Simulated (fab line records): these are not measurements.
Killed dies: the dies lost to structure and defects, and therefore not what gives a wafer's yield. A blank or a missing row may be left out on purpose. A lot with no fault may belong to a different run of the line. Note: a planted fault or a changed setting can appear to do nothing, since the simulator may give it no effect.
Struck lot and sound lot, side by side || flow sky130 || 15 steps out of a route of 708
Sound: wafers L736.3, L736.5, L736.6. Struck: wafers L728.2, L728.3, L728.4. The cause is named last.
Each step with rows lists, per side, the tool, then ch with its chambers, then its first start. Under that, the readings that differ: sound wafers || struck wafers || difference of the means || sigmas: that difference in standard deviations of wafers without a fault.
alike: readings whose means differ by less than 2 such deviations, and words and numbers that are the same on both sides. not compared: withheld readings, readings that some wafer has no value for, bounds like >300 that may hide the same value, and numbers for which the record gives no deviation and whose values overlap.
The two part at a step that has a row with sigmas, a row that says differs or no value, or rows on one side only. Numbers that have no deviation but don't overlap get no sigmas and don't part them. Lack of a reading on every wafer of one side parts them only where that side has two or more wafers.

first, 2 steps without rows for these wafers: SKY_GATE_OXIDE_IMPLANT_11; SKY_GATE_OXIDE_WET_ETCH_12 (etches SiO2 in dHF, target depth 16.8 nm, time 336 s).
SKY_GATE_OXIDE_STRIP_13: strips in O2/N2.
  sound on plasma asher-01 ch 0,1, day 19 22:08; struck on plasma asher-03 ch 0,1, day 17 02:49
  alike: drypump motor current A, oes product au, strip time to endpoint s
  not compared: rf hours counter h
SKY_GATE_OXIDE_TW_MEAS_14:
  struck on film metro-04, day 17 02:56; sound on film metro-03, day 19 22:14
  alike: GATE_OXIDE_TW
then, 3 steps without rows for these wafers: SKY_GATE_OXIDE_CLEAN_15 (cleans in SC1/SC2, time 150 s); SKY_GATE_OXIDE_OXIDATION_16 (stabilise 600 s, purge 300 s, target thk 3.57 nm); SKY_POLY_GATE_CVD_00 (deposits poly-Si, target thk 180 nm, time 720 s).
SKY_POLY_GATE_THK_MEAS_01:
  struck on film metro-01, day 17 19:15; sound on film metro-01, day 20 01:04
{"reading": "POLY_GATE_CVD_00_THK (nm)", "sound": "181.0 180.2 180.7", "struck": "176.5 177.4 178.0", "difference": -3.3, "sigmas": -2}
then, 4 steps without rows for these wafers: SKY_RES_PROTECT_DEHYDRATE_00 (time 60 s); SKY_RES_PROTECT_HMDS_01 (prime time 60 s); SKY_RES_PROTECT_COAT_02 (resist thk 1140 nm); SKY_RES_PROTECT_SOFTBAKE_03 (time 60 s).
SKY_RES_PROTECT_EXPOSE_04: exposes mask RPM, target cd 1270 nm.
  sound on iline stepper-02 ch 0, day 20 15:59; struck on iline stepper-01 ch 0, day 18 09:26
{"reading": "exposure dose mJ cm2", "sound": "130.87 131.18 131.23", "struck": "128.78 128.98 129.05", "difference": -2.16, "sigmas": -17}
  alike: mask
next, for these wafers, 1 step has no rows: SKY_RES_PROTECT_PEB_05.
-- record jumps: 30 days separate the struck wafers' starts on either side; left off in module RES_PROTECT, taken up again in module PAD_OPEN, whose first shown step is the route's number 708 --
SKY_PAD_OPEN_PROBE_99:
  struck on prober-01, day 47 23:12; sound on prober-02, day 49 13:10
  alike: killed_at_M0_to_M3, killed_at_M4_up, killed at contacts, killed at front end, killed at other, killed dies, killed on rim, killed open, killed short

WHERE THEY PART
Last at SKY_RES_PROTECT_EXPOSE_04 as far as this record goes, first at SKY_POLY_GATE_THK_MEAS_01. Later steps at which nothing parts them and some readings are alike: SKY_PAD_OPEN_PROBE_99.

WHY: what the simulator had put in
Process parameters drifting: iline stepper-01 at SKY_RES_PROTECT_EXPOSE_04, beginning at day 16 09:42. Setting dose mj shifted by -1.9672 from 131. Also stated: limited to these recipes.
